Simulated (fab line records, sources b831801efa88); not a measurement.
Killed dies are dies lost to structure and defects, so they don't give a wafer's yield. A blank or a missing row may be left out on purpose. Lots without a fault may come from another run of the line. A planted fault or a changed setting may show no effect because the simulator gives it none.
fab line records | flow gf180mcu
record lots=6 wafers=14 last_day=33
route steps=602 shown HV_LDD@222
lots that met no fault: from a run of the same line without faults
start_h: hours from the record's first day to the start of the lot's first wafer shown | wait_h: hours since the lot's step before | " the same as in the row above | L1.1+2: a row that stands for several wafers | - no value, or no start given | * or withheld: withheld | < > ~ a bound
route shown NAME@n: a module of which the file shows steps, and the number in the route of the first | usual: mean/standard deviation of fault-free wafers | same: alike in all rows | chamber/n: place in a boat | sites: the reading at each site | _std_site: their standard deviation | _edge_site: outer sites' mean less inner sites' | radius_mm: how far each site lies from the wafer's centre | mask NAME#n: copy n | behind: the tool/chamber that last shaped the wafer | hold: why the lot was held/for how many hours/how that ended | device: the transistor (n, p or np) that didn't switch | end of line: the same wafers' tests at the end of the route | a step without rows: its recipe alone | killed: dies lost to structure and defects at the first sort, not the wafer's yield | map: a wafer's dies, x killed, . not, _ none there
set.NAME: the setting as run; set.NAME@STEP: as run at that earlier step | model.NAME: the simulator's own value behind a step, which no gauge read
lots at some steps of the route; a table a step, a row a wafer
services: from which hour (start_h, from the record's first day; less than 0 if before it) a tool's chamber was out of use, for how many hours, and why
## steps
# step GF_HV_LDD_CD_MEAS_46
# recipe target_cd_nm=400
# usual cd_nm=400.4/2.2
# columns lot.wafer tool chamber start_h wait_h cd_nm
L734.1 cd_sem-01 - 267.83 0.1 403.6
L734.4 " - " " 401.0
L734.6 " - " " 400.8
L740.1 cd_sem-01 - 315.15 0.1 400.5
L740.2 " - " " 401.0
L740.4 " - " " 402.0
L748.4 cd_sem-01 - 393.55 0.1 403.7
L749.2 cd_sem-01 - 399.07 0.1 398.0
L752.3 cd_sem-01 - 415.14 0.1 401.5
L752.4 " - " " 400.8
L752.5 " - " " 400.9
L756.1 cd_sem-01 - 453.79 0.1 398.8
L756.4 " - " " 398.6
L756.6 " - " " 399.3
# step GF_HV_LDD_OVL_MEAS_47
# usual HV_LDD_03_OVL=-0.1/1.2
# columns lot.wafer tool chamber start_h wait_h HV_LDD_03_OVL[nm]
L734.1 overlay-01 - 267.95 0.1 1.1
L734.4 " - " " 0.0
L734.6 " - " " -0.2
L740.1 overlay-02 - 315.27 0.1 -1.6
L740.2 " - " " -1.2
L740.4 " - " " -3.3
L748.4 overlay-01 - 393.63 0.1 -1.1
L749.2 overlay-01 - 399.18 0.1 1.9
L752.3 overlay-02 - 415.23 0.1 1.2
L752.4 " - " " -1.0
L752.5 " - " " 0.9
L756.1 overlay-02 - 453.91 0.1 -0.5
L756.4 " - " " -1.1
L756.6 " - " " -0.5
# step GF_HV_LDD_IMPLANT_48
# recipe species=B energy_kev=25 dose_cm2=3e+13 tilt_deg=7
# step GF_HV_LDD_STRIP_49
# recipe chemistry=O2/N2 power_w=1400 pressure_mtorr=1500 platen_temp_c=250 o2_flow_sccm=3000 n2_flow_sccm=300 overash_fraction=0.5
# usual drypump_motor_current_A=5.8/0.51 heater_power_w=330/21 oes_product_au=0.716/0.0041 strip_time_to_endpoint_s=12.62/0.04
# columns lot.wafer tool chamber start_h wait_h drypump_motor_current_A heater_power_w oes_product_au rf_hours_counter_h strip_time_to_endpoint_s
L734.1 plasma_asher-01 1 268.13 0.1 5.3 358 0.709 64 12.66
L734.4 " 0 " " 5.7 308 0.721 - 12.62
L734.6 " 1 " " 5.3 358 0.719 - 12.65
L740.1 plasma_asher-03 1 315.45 0.1 6.8 357 0.712 53 12.66
L740.2 " 0 " " 5.8 311 0.716 53 12.72
L740.4 " 1 " " 6.8 359 0.715 - 12.65
L748.4 plasma_asher-03 0 393.83 0.1 5.8 315 0.716 - 12.57
L749.2 plasma_asher-04 0 399.36 0.1 5.5 307 0.718 28 12.60
L752.3 plasma_asher-03 0 415.44 0.1 5.7 309 0.720 - 12.65
L752.4 " 1 " " 6.8 357 0.711 - 12.67
L752.5 " 1 " " 6.8 361 0.713 - 12.69
L756.1 plasma_asher-01 1 454.10 0.1 5.3 345 0.718 3 12.64
L756.4 " 0 " " 5.7 303 0.715 - 12.62
L756.6 " 1 " " 5.3 349 0.717 - 12.60
# step GF_HV_LDD_TW_MEAS_50
# usual HV_LDD_4_TW=565/6.9
# columns lot.wafer tool chamber start_h wait_h HV_LDD_4_TW
L734.1 film_metro-02 - 268.23 0.1 557
L734.4 " - " " 557
L734.6 " - " " 559
L740.1 film_metro-01 - 315.55 0.1 571
L740.2 " - " " 572
L740.4 " - " " 571
L748.4 film_metro-03 - 393.93 0.1 570
L749.2 film_metro-01 - 399.47 0.1 568
L752.3 film_metro-02 - 415.53 0.1 556
L752.4 " - " " 553
L752.5 " - " " 554
L756.1 film_metro-03 - 454.20 0.1 569
L756.4 " - " " 568
L756.6 " - " " 569
# step GF_HV_LDD_CLEAN_51
# recipe chemistry=SC1/SC2 mix=1:4:20 temp_c=70 time_s=150 dry=n2_spin
# step GF_HV_LDD_RTA_52
# recipe temp_c=1000 time_s=10 ambient=N2
# usual lamp_power_pct=29.4/1.4 wafer_temp_C_max=1006.0/1.5
# columns lot.wafer tool chamber start_h wait_h lamp_power_pct wafer_temp_C_max
L734.1 rtp_anneal-01 0 268.34 0.0 30.5 1005.3
L734.4 " 0 " " 30.6 1007.0
L734.6 " 0 " " 30.5 1004.8
L740.1 rtp_anneal-01 0 315.66 0.0 30.6 1004.3
L740.2 " 0 " " 30.6 1004.7
L740.4 " 0 " " 30.6 1005.7
L748.4 rtp_anneal-01 0 394.04 0.0 30.6 1003.2
L749.2 rtp_anneal-02 0 399.58 0.0 27.6 1005.8
L752.3 rtp_anneal-01 0 415.64 0.0 30.6 1005.5
L752.4 " 0 " " 30.6 1005.3
L752.5 " 0 " " 30.5 1010.2
L756.1 rtp_anneal-01 0 454.31 0.0 30.6 1005.8
L756.4 " 0 " " 30.6 1007.2
L756.6 " 0 " " 30.6 1006.2
# step GF_HV_LDD_RS_MEAS_53
# recipe thk_meas_gauge=four-point-probe
# usual HV_LDD_RS=418.9/0.88
# columns lot.wafer tool chamber start_h wait_h HV_LDD_RS[ohm/sq]
L734.1 film_metro-01 - 268.41 0.1 418.9
L734.4 " - " " 417.4
L734.6 " - " " 418.6
L740.1 film_metro-03 - 315.73 0.1 418.7
L740.2 " - " " 418.7
L740.4 " - " " 419.0
L748.4 film_metro-02 - 394.14 0.1 418.2
L749.2 film_metro-03 - 399.65 0.1 418.3
L752.3 film_metro-03 - 415.72 0.1 419.9
L752.4 " - " " 419.3
L752.5 " - " " 420.4
L756.1 film_metro-02 - 454.38 0.1 417.8
L756.4 " - " " 417.6
L756.6 " - " " 417.2
# step GF_HV_LDD_CVD_54
# recipe material=SiO2 target_thk_nm=10 precursor=TEOS temp_c=680 time_s=75 pressure_mtorr=400
# step GF_HV_LDD_THK_MEAS_55
# recipe reads=SiO2_of_HV_LDD_CVD_54
# usual HV_LDD_CVD_54_THK=9.97/0.14
# columns lot.wafer tool chamber start_h wait_h HV_LDD_CVD_54_THK[nm]
L734.1 film_metro-01 - 269.55 0.0 9.81
L734.4 " - " " 9.93
L734.6 " - " " 9.88
L740.1 film_metro-03 - 318.53 0.0 9.92
L740.2 " - " " 9.98
L740.4 " - " " 10.05
L748.4 film_metro-03 - 395.25 0.0 10.03
L749.2 film_metro-03 - 400.80 0.0 9.84
L752.3 film_metro-01 - 416.84 0.0 10.13
L752.4 " - " " 10.12
L752.5 " - " " 10.03
L756.1 film_metro-02 - 455.52 0.0 9.82
L756.4 " - " " 9.78
L756.6 " - " " 10.00
# step GF_HV_LDD_CVD_56
# recipe material=Si3N4 precursor=DCS/NH3 target_thk_nm=90 temp_c=770 time_s=1543 pressure_mtorr=250
# step GF_HV_LDD_THK_MEAS_57
# recipe reads=Si3N4_of_HV_LDD_CVD_56
# usual HV_LDD_CVD_56_THK=89.7/0.94
# columns lot.wafer tool chamber start_h wait_h HV_LDD_CVD_56_THK[nm]
L734.1 film_metro-02 - 271.04 0.0 87.3
L734.4 " - " " 87.9
L734.6 " - " " 88.2
L740.1 film_metro-01 - 323.65 0.0 90.7
L740.2 " - " " 91.2
L740.4 " - " " 91.1
L748.4 film_metro-03 - 396.74 0.0 90.5
L749.2 film_metro-03 - 402.29 0.0 90.4
L752.3 film_metro-02 - 418.57 0.0 90.6
L752.4 " - " " 90.5
L752.5 " - " " 90.7
L756.1 film_metro-02 - 457.01 0.0 88.9
L756.4 " - " " 90.3
L756.6 " - " " 89.3
# step GF_HV_LDD_ETCHBACK_58
# recipe chemistry=CH3F/O2 target=Si3N4 stop_on=SiO2 source_w=400 bias_w=80 pressure_mtorr=25 ch3f_flow_sccm=40 O2_flow_sccm=30 time_s=100 target_depth_a=900
# usual drypump_motor_current_A=5.7/0.62 oes_product_au=0.841/0.0075 throttle_valve_pct=10.561/0.0098
# columns lot.wafer tool chamber start_h wait_h drypump_motor_current_A oes_product_au rf_hours_counter_h throttle_valve_pct model.etch.depth_nm model.SiO2_of_HV_LDD_CVD_54.thk_nm
L734.1 rie_diel-02 3 271.10 0.1 5.7 0.821 20 10.565 87.24 7.368
L734.4 " 2 " " 5.9 0.831 4 10.584 87.97 7.485
L734.6 " 2 " " 5.9 0.831 - 10.548 88.2 7.418
L740.1 rie_diel-03 2 323.71 0.1 5.0 0.847 4 10.568 90.67 7.441
L740.2 " 3 " " 6.6 0.850 8 10.559 91.16 7.51
L740.4 " 0 " " 5.1 0.847 16 10.558 91.11 7.578
L748.4 rie_diel-03 0 396.80 0.1 5.1 0.778 - 10.553 77.81 8.365
L749.2 rie_diel-03 0 402.34 0.0 5.0 0.784 19 10.548 77.85 8.176
L752.3 rie_diel-01 2 418.61 0.0 6.6 0.848 12 10.556 90.65 7.722
L752.4 " 3 " " 5.3 0.840 0 10.570 90.44 7.722
L752.5 " 0 " " 6.0 0.855 - 10.556 90.65 7.541
L756.1 rie_diel-01 1 457.07 0.1 5.8 0.836 10 10.561 88.89 7.35
L756.4 " 2 " " 6.6 0.841 13 10.558 90.39 7.345
L756.6 " 2 " " 6.6 0.832 - 10.562 89.2 7.434
## services
# columns tool chamber start_h hours kind
plasma_asher-03 - 255.79 1.2 repair
plasma_asher-03 - 261.26 0.7 repair
rie_diel-03 1 275.31 5.6 repair
rie_diel-01 - 278.31 33.7 repair
rie_diel-02 0 279.61 4.3 repair
rie_diel-01 - 288.55 1.9 repair
rie_diel-01 0 292.03 10.3 repair
rtp_anneal-02 - 294.43 4.1 pm
plasma_asher-01 - 299.68 14.6 pm
plasma_asher-01 - 314.28 2.8 pm
plasma_asher-01 - 323.08 2.9 repair
plasma_asher-03 - 328.38 2.8 pm
plasma_asher-03 - 332.94 2.3 repair
rie_diel-01 1 340.03 4.5 repair
rtp_anneal-01 - 342.83 4.4 pm
rie_diel-03 2 348.04 4.6 repair
rie_diel-02 3 355.59 2.1 repair
plasma_asher-01 - 361.16 1.3 repair
rie_diel-01 - 387.41 1.0 repair
plasma_asher-01 - 421.25 9.0 pm
rie_diel-03 1 424.19 10.0 repair
plasma_asher-03 - 428.83 2.8 repair
plasma_asher-03 - 429.86 11.1 repair
rie_diel-03 2 452.70 2.6 repair
## key
first_sign step=GF_HV_LDD_ETCHBACK_58 reading=oes_product_au direction=down sigmas=7.9 usual=0.841 struck=0.781
effect none on later readings
model_effect step=GF_HV_LDD_ETCHBACK_58 value=etch.depth_nm without=90.41 struck=77.83
met_at GF_HV_LDD_ETCHBACK_58
struck_wafers L748.4,L749.2
later_rows_left_out L748.4,L749.2
sort_left_out L748.4,L749.2
tester_left_out L748,L749
onset_between 323.71 396.80
fault kind=process_parameter_drift tool=rie_diel-03 chamber=0 onset_h=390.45 steps=GF_HV_LDD_ETCHBACK_58 channel=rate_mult offset=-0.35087 shape=step end_h=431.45
# tester_left_out: of these lots the tester's yield and bins aren't shown, on N5 and GAA mostly nor the transistor test; their killed dies are dies lost to structure and defects alone, not to doping, threshold or leakage, so they don't give the yield
# sort_left_out: the simulated sort isn't trusted on such a fault, so these wafers' sort isn't shown, and their yield isn't known
# later_rows_left_out: the simulator's readings of these wafers behind a module that went badly wrong aren't trusted and aren't shown, but for the sort
